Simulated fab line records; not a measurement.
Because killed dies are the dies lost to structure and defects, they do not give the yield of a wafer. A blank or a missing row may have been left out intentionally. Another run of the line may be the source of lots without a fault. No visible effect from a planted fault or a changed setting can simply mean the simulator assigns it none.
Matching of chambers :: flow sky130 :: pecvd-03 running SKY_CAPM_CVD_00: 3 sister chambers
The step deposits SiO2, target thk 15.5 nm. 16 wafers are shown with their chamber, then 8 later ones without.

== WAFERS, EACH WITH ITS CHAMBER ==
wafer: L077.1
chamber: 2
heater_power_w (W): 690

wafer: L077.4
chamber: 1
heater_power_w (W): 657

wafer: L077.6
chamber: 0
heater_power_w (W): 921

wafer: L079.1
chamber: 0
heater_power_w (W): 997

wafer: L079.2
chamber: 1
heater_power_w (W): 617

wafer: L079.3
chamber: 2
heater_power_w (W): 603

wafer: L080.1
chamber: 0
heater_power_w (W): 1000

wafer: L080.2
chamber: 2
heater_power_w (W): 723

wafer: L080.3
chamber: 1
heater_power_w (W): 661

wafer: L080.4
chamber: 0
heater_power_w (W): 978

wafer: L080.5
chamber: 1
heater_power_w (W): 678

wafer: L080.6
chamber: 2
heater_power_w (W): 734

wafer: L081.2
chamber: 2
heater_power_w (W): 720

wafer: L081.3
chamber: 1
heater_power_w (W): 611

wafer: L081.4
chamber: 2
heater_power_w (W): 732

wafer: L085.3
chamber: 1
heater_power_w (W): 667

SIGNATURES (means of the wafers above)
reading: heater_power_w
chamber 0: 974.00
chamber 1: 648.50
chamber 2: 700.33
scatter within a chamber: 39.7
Rule: for a wafer and a chamber, the distance is found by dividing, reading by reading, the gap between the wafer's reading and the chamber's mean by the reading's scatter, squaring, summing and taking the root. The wafer belongs to the nearest chamber; if the next one is less than 2 further off, it can't be placed. The scatter is the square root of a quotient: the sum, over the shown wafers, of each reading's squared deviation from its chamber's mean, divided by wafers minus chambers.

== WAFERS WHOSE CHAMBER IS MISSING ==
wafer: L085.5
heater_power_w (W): 662

wafer: L085.6
heater_power_w (W): 694

wafer: L093.1
heater_power_w (W): 671

wafer: L093.3
heater_power_w (W): 725

wafer: L093.6
heater_power_w (W): 732

wafer: L096.3
heater_power_w (W): 621

wafer: L096.4
heater_power_w (W): 628

wafer: L096.6
heater_power_w (W): 606

== WHICH CHAMBER EACH ONE RAN IN ==
wafer: L085.5
from the rows above: can't be placed: 1 or 2
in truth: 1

wafer: L085.6
from the rows above: can't be placed: 2 or 1
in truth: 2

wafer: L093.1
from the rows above: can't be placed: 1 or 2
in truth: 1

wafer: L093.3
from the rows above: can't be placed: 2 or 1
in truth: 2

wafer: L093.6
from the rows above: can't be placed: 2 or 1
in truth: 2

wafer: L096.3
from the rows above: can't be placed: 1 or 2
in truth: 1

wafer: L096.4
from the rows above: can't be placed: 1 or 2
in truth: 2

wafer: L096.6
from the rows above: can't be placed: 1 or 2
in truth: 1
Placed correctly: 0 of 8. Cannot be placed on the basis of these rows: 8; the candidates contain the true chamber in 8. Placed wrongly: 0.
